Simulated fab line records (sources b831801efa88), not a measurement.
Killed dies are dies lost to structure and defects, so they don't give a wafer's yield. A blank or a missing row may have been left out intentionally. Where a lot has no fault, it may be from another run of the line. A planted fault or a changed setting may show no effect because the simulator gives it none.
Matching of chambers :: flow gf180mcu :: GF_SAB_ETCH_11 on rieDiel-02 has 4 sister chambers
The step etches SiO2 in C4F8/O2/Ar, target depth 55 nm, time 8.5 s. 16 wafers are shown with their chamber, then 8 later ones without.

EACH WAFER AND ITS CHAMBER
wafer: L938.3
chamber: 1
oesProductAu (a.u.): 0.999
biasW (W): 1197

wafer: L938.4
chamber: 0
oesProductAu (a.u.): 1.001
biasW (W): 1204

wafer: L938.5
chamber: 1
oesProductAu (a.u.): 1.007
biasW (W): 1201

wafer: L942.2
chamber: 0
oesProductAu (a.u.): 1.000
biasW (W): 1206

wafer: L942.3
chamber: 3
oesProductAu (a.u.): 1.016
biasW (W): 1198

wafer: L942.6
chamber: 3
oesProductAu (a.u.): 1.008
biasW (W): 1200

wafer: L943.3
chamber: 2
oesProductAu (a.u.): 0.996
biasW (W): 1196

wafer: L943.5
chamber: 0
oesProductAu (a.u.): 1.002
biasW (W): 1198

wafer: L943.6
chamber: 3
oesProductAu (a.u.): 1.005
biasW (W): 1201

wafer: L944.1
chamber: 1
oesProductAu (a.u.): 1.014
biasW (W): 1195

wafer: L944.4
chamber: 2
oesProductAu (a.u.): 0.997
biasW (W): 1202

wafer: L944.6
chamber: 3
oesProductAu (a.u.): 1.008
biasW (W): 1197

wafer: L946.2
chamber: 3
oesProductAu (a.u.): 1.006
biasW (W): 1200

wafer: L946.3
chamber: 0
oesProductAu (a.u.): 1.002
biasW (W): 1196

wafer: L946.5
chamber: 3
oesProductAu (a.u.): 1.011
biasW (W): 1208

wafer: L948.1
chamber: 0
oesProductAu (a.u.): 1.000
biasW (W): 1199

SIGNATURES (means of the wafers above)
reading: oesProductAu
chamber 0: 1.00100
chamber 1: 1.00667
chamber 2: 0.99650
chamber 3: 1.00900
scatter within a chamber: 0.00405

reading: biasW
chamber 0: 1200.60
chamber 1: 1197.67
chamber 2: 1199.00
chamber 3: 1200.67
scatter within a chamber: 3.91
Rule: for each reading, subtract the chamber's mean from the wafer's reading, divide by that reading's scatter and square the result; add these up over the readings and take the root, which gives the wafer's distance from the chamber. The wafer belongs to the nearest chamber; if the next one is less than 2 further off, it can't be placed. How the scatter is found: for the shown wafers, subtract from each reading the mean of its chamber, square and add these, divide the total by (wafers less chambers), then take the root.

WAFERS WITHOUT THEIR CHAMBER
wafer: L948.2
oesProductAu (a.u.): 1.009
biasW (W): 1196

wafer: L948.6
oesProductAu (a.u.): 0.997
biasW (W): 1200

wafer: L951.1
oesProductAu (a.u.): 0.994
biasW (W): 1203

wafer: L951.2
oesProductAu (a.u.): 1.004
biasW (W): 1200

wafer: L951.3
oesProductAu (a.u.): 0.997
biasW (W): 1210

wafer: L952.2
oesProductAu (a.u.): 0.997
biasW (W): 1207

wafer: L952.5
oesProductAu (a.u.): 0.997
biasW (W): 1202

wafer: L952.6
oesProductAu (a.u.): 0.997
biasW (W): 1198

WHICH CHAMBER EACH WENT THROUGH
wafer: L948.2
from the rows above: can't be placed: 1 or 3 or 0
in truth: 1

wafer: L948.6
from the rows above: can't be placed: 2 or 0
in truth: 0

wafer: L951.1
from the rows above: can't be placed: 2 or 0
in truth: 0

wafer: L951.2
from the rows above: can't be placed: 0 or 1 or 3 or 2
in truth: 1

wafer: L951.3
from the rows above: can't be placed: 0 or 2 or 3 or 1
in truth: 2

wafer: L952.2
from the rows above: can't be placed: 0 or 2 or 3 or 1
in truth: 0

wafer: L952.5
from the rows above: can't be placed: 2 or 0 or 1
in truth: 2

wafer: L952.6
from the rows above: can't be placed: 2 or 0
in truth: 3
Correctly placed: 0 of 8. Unplaceable from these rows: 8, with the true chamber sitting among the candidates in 7. 0 placed wrongly.
